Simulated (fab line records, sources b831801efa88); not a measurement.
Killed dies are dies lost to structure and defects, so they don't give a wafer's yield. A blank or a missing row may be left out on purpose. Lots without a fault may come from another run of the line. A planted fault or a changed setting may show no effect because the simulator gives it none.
Which tool did it? | flow sky130 | 12 lots, 36 wafers sampled, at 1 step of a route of 708

WHAT THE GAUGES READ, wafer by wafer
SKY_NWELL_THK_MEAS_02.
lot  | measured    | on            | NWELL_OXIDATION_THK (nm)
L075 | day 2 16:29 | film_metro-02 | 9.84 9.97 10.20
L077 | day 3 09:35 | film_metro-02 | 10.03 9.91 10.37
L079 | day 3 19:47 | film_metro-04 | 9.95 10.05 10.08
L081 | day 4 02:51 | film_metro-02 | 9.91 9.83 9.93
L083 | day 4 16:02 | film_metro-01 | 9.81 9.91 9.85
L085 | day 4 19:52 | film_metro-02 | 10.04 9.86 10.02
L087 | day 5 07:41 | film_metro-02 | 10.27 10.01 10.23
L089 | day 5 19:40 | film_metro-04 | 9.78 9.79 9.76
L091 | day 6 06:51 | film_metro-04 | 10.40 10.34 10.39
L093 | day 6 15:04 | film_metro-04 | 10.21 10.20 10.33
L095 | day 7 04:48 | film_metro-02 | 10.14 10.08 10.01
L097 | day 7 13:01 | film_metro-02 | 10.34 10.27 10.27

WHICH TOOL RAN EACH LOT (tool, then ch and the chambers of the sampled wafers, then the start)
The record holds no process step before these readings.

THE ANSWER, worked out from the rows above alone
Rule: what is usual is taken from the lots themselves. Put in order of their means at a reading, lots are off if they are a third of the lots or fewer, leave a main group of 4 or more, and stand apart from it by a gap of 3 or more times the standard deviation of the main group's means; of several such gaps the widest counts. A main group whose means are all the same, to the digits that the tables above print for the reading, isn't used. A lot without any number at a reading at which 4 lots or more have one is off too. The other lots that the step has rows for count as sound.
No lot is off at any reading shown: from this, nothing can be told.

WHAT THE SIMULATOR HAD PUT IN
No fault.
